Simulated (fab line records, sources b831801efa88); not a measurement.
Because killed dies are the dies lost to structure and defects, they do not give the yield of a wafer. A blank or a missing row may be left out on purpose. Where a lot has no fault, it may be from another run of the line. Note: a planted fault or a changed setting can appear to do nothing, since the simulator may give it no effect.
Chamber matching ; flow sky130 ; 4 sister chambers for SKY_CONTACT_CMP_27 on cmp-01
The step polishes, stops on SiO2, t overpolish 15 s, target thk 0 nm. 8 wafers are shown with their chamber, then 10 later ones without.

WAFERS, EACH WITH ITS CHAMBER
wafer;chamber;overpolish run s (s);time to endpoint s (s)
L455.5;2;15.012;83
L457.5;3;14.994;89
L458.1;3;15.000;88
L458.3;1;15.008;86
L460.4;2;15.013;81
L460.6;0;15.001;83
L461.1;1;15.002;78
L461.2;0;14.983;79

WAFERS WITHOUT THEIR CHAMBER
wafer;overpolish run s (s);time to endpoint s (s)
L461.4;14.998;83
L470.4;14.994;82
L470.5;14.978;84
L470.6;14.999;80
L475.1;14.995;84
L475.2;15.003;89
L475.4;14.996;86
L471.2;15.011;83
L471.5;14.992;84
L471.6;15.004;79

THE CHAMBER EACH PASSED THROUGH
wafer;from the rows above;in truth
L461.4;can't be placed: 1 or 0 or 3 or 2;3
L470.4;can't be placed: 0 or 1 or 3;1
L470.5;can't be placed: 0 or 3 or 1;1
L470.6;can't be placed: 0 or 1 or 2 or 3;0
L475.1;can't be placed: 0 or 3 or 1 or 2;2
L475.2;can't be placed: 3 or 1 or 2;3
L475.4;can't be placed: 3 or 0 or 1 or 2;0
L471.2;can't be placed: 2 or 1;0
L471.5;can't be placed: 0 or 3 or 1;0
L471.6;can't be placed: 1 or 2 or 0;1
Correct placement for 0 of the 10. Unplaceable from these rows: 10, with the true chamber sitting among the candidates in 9. Number placed wrongly: 0.
How it was worked out, from the rows above alone: a wafer's distance from a chamber is the root of the sum, over the readings, of the square of ((its reading less the chamber's mean) divided by the reading's scatter). The wafer belongs to the nearest chamber; if the next one is less than 2 further off, it can't be placed. The mean given for a chamber averages the wafers shown for that chamber. The scatter is the square root of a quotient: the sum, over the shown wafers, of each reading's squared deviation from its chamber's mean, divided by wafers minus chambers.
